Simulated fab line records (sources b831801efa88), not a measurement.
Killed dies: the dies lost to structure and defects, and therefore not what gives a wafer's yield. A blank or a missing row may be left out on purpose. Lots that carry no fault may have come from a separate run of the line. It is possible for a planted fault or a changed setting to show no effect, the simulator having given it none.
fab line records | flow gf180mcu
record: lots: 15 wafers: 45 lastDay: 34
route steps=602 shown VT_IMPLANT@119 DUAL_GATE@144 POLY_GATE@158
lots with no fault: from the same line, run without faults
startH: the number of hours between the record's first day and the start of the first shown wafer of the lot | waitH: hours elapsed since this lot's preceding step | " unchanged from the row above | L1.1+2: a single row standing in for several wafers | - no value present, or no start provided | * or withheld: withheld | < > ~ a bound
route shown NAME@n: NAME is a module with steps in the file, n the number in the route of the first one | usual: mean and standard deviation over wafers with no fault | same: alike in all rows | chamber/n: place in a boat | sites: per-site readings | _std_site: the values' standard deviation | _edge_site: outer sites' mean less inner sites' | radiusMm: how far each site lies from the wafer's centre | mask NAME#n: copy n | behind: the last tool/chamber to shape the wafer | hold: why the lot went on hold/how many hours it stayed there/how the hold came to an end | device: which transistor (n, p or np) failed to switch | end of line: the route-end tests of the same wafers | a step with no rows: only its recipe | killed: dies that structure and defects cost at the first sort, which is not the same as the wafer's yield | map: shows each die of a wafer: x if killed, . if not, _ if none is there
set.NAME: the setting that was run; set.NAME@STEP: the one run at that earlier step | model.NAME: the simulator's own value behind a step, which no gauge read
the route's steps for a sample of lots (tables are steps, rows are wafers)
services: from which hour (startH, from the record's first day; less than 0 if before it) a tool's chamber was out of use, for how many hours, and why
== steps ==
step: GF_VT_IMPLANT_OVL_MEAS_29
usual: VT_IMPLANT_02_OVL: -1.0/1.5
columns lot.wafer tool chamber startH waitH VT_IMPLANT_02_OVL[nm]
L225.1 overlay-01 - 122.84 0.1 0.7
L225.2 " - " " 0.9
L225.3 " - " " -1.7
L227.2 overlay-01 - 141.09 0.1 -1.6
L227.4 " - " " -2.0
L227.5 " - " " -2.3
L229.2 overlay-02 - 149.94 0.1 -0.1
L229.3 " - " " -0.2
L229.6 " - " " -1.2
L230.2 overlay-02 - 157.48 0.1 -1.7
L230.5 " - " " -1.0
L230.6 " - " " -1.5
L231.2 overlay-01 - 205.44 0.1 -3.1
L231.3 " - " " -3.1
L231.5 " - " " 0.0
L232.1 overlay-02 - 205.74 0.1 -1.8
L232.3 " - " " -1.8
L232.5 " - " " -1.1
L233.3 overlay-02 - 210.36 0.1 -0.6
L233.4 " - " " -2.2
L233.5 " - " " -2.4
L235.2 overlay-02 - 212.43 0.1 0.7
L235.3 " - " " -0.3
L235.4 " - " " 0.1
L240.2 overlay-01 - 241.28 0.1 0.8
L240.3 " - " " 4.2
L240.4 " - " " 0.8
L242.2 overlay-02 - 253.36 0.1 -4.4
L242.5 " - " " -4.0
L242.6 " - " " -2.2
L243.1 overlay-01 - 262.84 0.1 0.5
L243.2 " - " " 1.7
L243.5 " - " " -1.2
L244.2 overlay-02 - 268.48 0.1 -2.3
L244.5 " - " " -0.9
L244.6 " - " " -2.3
L245.1 overlay-01 - 272.35 0.1 -2.1
L245.3 " - " " -2.3
L245.5 " - " " -1.8
L246.2 overlay-01 - 280.14 0.1 0.7
L246.3 " - " " 2.5
L246.4 " - " " -1.1
L248.2 overlay-01 - 295.91 0.1 -1.3
L248.4 " - " " 0.5
L248.6 " - " " -1.7
step: GF_DUAL_GATE_THK_MEAS_03
recipe: reads: SiO2_of_DUAL_GATE_OXIDATION_02
usual: DUAL_GATE_OXIDATION_00_THK: 10.95/0.22
columns lot.wafer tool chamber startH waitH DUAL_GATE_OXIDATION_00_THK[nm]
L225.1 filmMetro-01 - 142.47 0.0 11.07
L225.2 " - " " 10.87
L225.3 " - " " 10.69
L227.2 filmMetro-03 - 162.83 0.0 10.92
L227.4 " - " " 10.77
L227.5 " - " " 10.99
L229.2 filmMetro-04 - 168.83 0.0 10.59
L229.3 " - " " 10.50
L229.6 " - " " 10.53
L230.2 filmMetro-01 - 176.26 0.0 10.78
L230.5 " - " " 10.84
L230.6 " - " " 10.93
L231.2 filmMetro-03 - 226.33 0.0 11.16
L231.3 " - " " 11.24
L231.5 " - " " 11.10
L232.1 filmMetro-01 - 227.77 0.0 11.12
L232.3 " - " " 11.05
L232.5 " - " " 10.88
L233.3 filmMetro-01 - 231.86 0.1 11.00
L233.4 " - " " 10.80
L233.5 " - " " 10.89
L235.2 filmMetro-01 - 233.26 0.0 10.74
L235.3 " - " " 11.00
L235.4 " - " " 11.06
L240.2 filmMetro-01 - 263.32 0.0 11.33
L240.3 " - " " 11.00
L240.4 " - " " 11.07
L242.2 filmMetro-03 - 275.17 0.0 10.77
L242.5 " - " " 10.88
L242.6 " - " " 10.98
L243.1 filmMetro-01 - 287.68 0.0 11.13
L243.2 " - " " 11.12
L243.5 " - " " 10.88
L245.1 filmMetro-04 - 296.97 0.0 10.81
L245.3 " - " " 10.87
L245.5 " - " " 11.05
L244.2 filmMetro-03 - 296.98 0.0 11.05
L244.5 " - " " 11.19
L244.6 " - " " 11.11
L246.2 filmMetro-03 - 306.79 0.0 10.89
L246.3 " - " " 10.71
L246.4 " - " " 10.93
L248.2 filmMetro-01 - 323.12 0.0 10.85
L248.4 " - " " 10.82
L248.6 " - " " 10.76
step: GF_POLY_GATE_THK_MEAS_01
recipe: reads: poly-Si_of_POLY_GATE_CVD_00
usual: POLY_GATE_CVD_00_THK: 200.1/2.2
columns lot.wafer tool chamber startH waitH POLY_GATE_CVD_00_THK[nm]
L225.1 filmMetro-01 - 162.71 0.0 198.1
L225.2 " - " " 197.8
L225.3 " - " " 198.3
L227.2 filmMetro-03 - 182.77 0.0 203.8
L227.4 " - " " 203.3
L227.5 " - " " 202.5
L229.2 filmMetro-03 - 190.66 0.0 197.3
L229.3 " - " " 199.4
L229.6 " - " " 198.3
L230.2 filmMetro-01 - 197.36 0.0 199.8
L230.5 " - " " 200.1
L230.6 " - " " 198.9
L231.2 filmMetro-01 - 247.35 0.0 199.3
L231.3 " - " " 199.5
L231.5 " - " " 201.2
L232.1 filmMetro-02 - 250.11 0.0 199.8
L232.3 " - " " 197.3
L232.5 " - " " 199.2
L233.3 filmMetro-02 - 254.22 0.0 197.8
L233.4 " - " " 197.9
L233.5 " - " " 196.9
L235.2 filmMetro-01 - 255.76 0.0 199.6
L235.3 " - " " 200.2
L235.4 " - " " 199.4
L240.2 filmMetro-01 - 286.19 0.0 202.2
L240.3 " - " " 201.8
L240.4 " - " " 200.7
L242.2 filmMetro-03 - 305.29 0.0 201.2
L242.5 " - " " 200.9
L242.6 " - " " 199.8
L243.1 filmMetro-02 - 315.50 0.0 201.0
L243.2 " - " " 199.2
L243.5 " - " " 201.4
L245.1 filmMetro-02 - 326.66 0.0 199.2
L245.3 " - " " 200.1
L245.5 " - " " 198.7
L244.2 filmMetro-03 - 326.67 0.0 205.6
L244.5 " - " " 203.7
L244.6 " - " " 202.5
L246.2 filmMetro-03 - 333.39 0.0 196.0
L246.3 " - " " 196.4
L246.4 " - " " 196.6
L248.2 filmMetro-02 - 350.32 0.0 202.9
L248.4 " - " " 202.9
L248.6 " - " " 203.9
step: GF_POLY_GATE_EXPOSE_07
recipe: maskId: Poly2 targetCdNm: 280 na: 0.68 sourceShape: conventional sigmaOuter: 0.6 doseMj: 28
usual: exposureDoseMJCm2: 27.99/0.031 focusOffsetNm: 0.0/0.53
columns lot.wafer tool chamber startH waitH mask exposureDoseMJCm2 focusOffsetNm
L225.1 krfScanner-01 0 170.92 - Poly2#0 27.97 0.8
L225.2 " 0 " " Poly2#0 27.98 0.1
L225.3 " 0 " " Poly2#0 27.94 0.4
L227.2 krfScanner-01 0 191.50 - Poly2#0 27.96 -0.4
L227.4 " 0 " " Poly2#0 27.98 0.4
L227.5 " 0 " " Poly2#0 27.93 0.1
L229.2 krfScanner-02 0 199.41 - Poly2#0 28.01 -0.8
L229.3 " 0 " " Poly2#0 28.03 0.2
L229.6 " 0 " " Poly2#0 28.02 -0.7
L230.2 krfScanner-02 0 206.26 - Poly2#0 28.04 0.0
L230.5 " 0 " " Poly2#0 27.99 0.1
L230.6 " 0 " " Poly2#0 28.05 0.3
L231.2 krfScanner-02 - 256.97 - Poly2#0 - -
L231.3 " - " " Poly2#0 - -
L231.5 " - " " Poly2#0 - -
L232.1 krfScanner-01 - 259.75 - Poly2#0 - -
L232.3 " - " " Poly2#0 - -
L232.5 " - " " Poly2#0 - -
L233.3 krfScanner-01 - 263.48 - Poly2#0 - -
L233.4 " - " " Poly2#0 - -
L233.5 " - " " Poly2#0 - -
L235.2 krfScanner-02 0 265.03 - Poly2#0 28.00 0.2
L235.3 " 0 " " Poly2#0 27.99 -0.7
L235.4 " 0 " " Poly2#0 27.99 -0.1
L240.2 krfScanner-02 0 296.63 - Poly2#0 27.95 0.6
L240.3 " 0 " " Poly2#0 27.95 0.1
L240.4 " 0 " " Poly2#0 27.97 0.1
L242.2 krfScanner-01 0 315.76 - Poly2#0 27.95 -1.0
L242.5 " 0 " " Poly2#0 27.96 0.1
L242.6 " 0 " " Poly2#0 27.98 -0.7
L243.1 krfScanner-02 0 326.50 - Poly2#0 28.00 0.0
L243.2 " 0 " " Poly2#0 28.02 -0.1
L243.5 " 0 " " Poly2#0 27.99 -0.2
L245.1 krfScanner-02 0 337.05 - Poly2#0 28.00 1.1
L245.3 " 0 " " Poly2#0 27.99 0.4
L245.5 " 0 " " Poly2#0 27.99 -0.1
L244.2 krfScanner-01 0 337.47 - Poly2#0 28.04 0.7
L244.5 " 0 " " Poly2#0 28.00 0.0
L244.6 " 0 " " Poly2#0 27.99 1.0
L246.2 krfScanner-01 0 344.71 - Poly2#0 27.98 -0.2
L246.3 " 0 " " Poly2#0 28.01 -0.2
L246.4 " 0 " " Poly2#0 28.01 0.2
L248.2 krfScanner-01 0 360.42 - Poly2#0 27.99 0.0
L248.4 " 0 " " Poly2#0 27.99 0.4
L248.6 " 0 " " Poly2#0 27.96 0.6
== services ==
columns tool chamber startH hours kind
krfScanner-01 - 153.41 4.0 pm
krfScanner-02 - 164.34 0.8 pm
krfScanner-01 0 182.77 - calibration
krfScanner-01 - 192.53 1.3 pm
krfScanner-02 - 199.64 1.0 pm
krfScanner-02 - 221.14 4.4 pm
krfScanner-02 - 237.69 1.3 pm
krfScanner-01 - 239.77 0.8 pm
krfScanner-02 - 273.13 0.8 pm
krfScanner-01 - 286.14 0.8 pm
krfScanner-02 0 297.68 - calibration
krfScanner-01 - 301.44 0.5 repair
krfScanner-01 - 311.01 1.0 pm
krfScanner-01 - 321.42 3.3 repair
krfScanner-02 - 345.90 0.1 repair
== key ==
firstSign: step: GF_POLY_GATE_EXPOSE_07 reading: toolRecord direction: missing
effect none on later readings
metAt GF_POLY_GATE_EXPOSE_07
struckLots L231,L232,L233
laterRowsLeftOut L231.2,L231.3,L231.5,L232.1,L232.3,L232.5,L233.3,L233.4,L233.5
sortLeftOut L231.2,L231.3,L231.5,L232.1,L232.3,L232.5,L233.3,L233.4,L233.5
testerLeftOut L231,L232,L233
notActingAt GF_VT_IMPLANT_OVL_MEAS_29,GF_DUAL_GATE_THK_MEAS_03,GF_POLY_GATE_THK_MEAS_01
onsetBetween 206.26 256.97
fault: kind: skippedStepWhole tool: krfScanner-01,krfScanner-02 chamber: - onsetH: 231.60 steps: GF_POLY_GATE_EXPOSE_07 scope: struckLotsOnly
testerLeftOut: of these lots the tester's yield and bins aren't shown, on N5 and GAA mostly nor the transistor test; their killed dies are dies lost to structure and defects alone, not to doping, threshold or leakage, so they don't give the yield
sortLeftOut: the simulated sort isn't trusted on such a fault, so these wafers' sort isn't shown, and their yield isn't known
laterRowsLeftOut: the simulator's readings of these wafers behind a module that went badly wrong aren't trusted and aren't shown, but for the sort
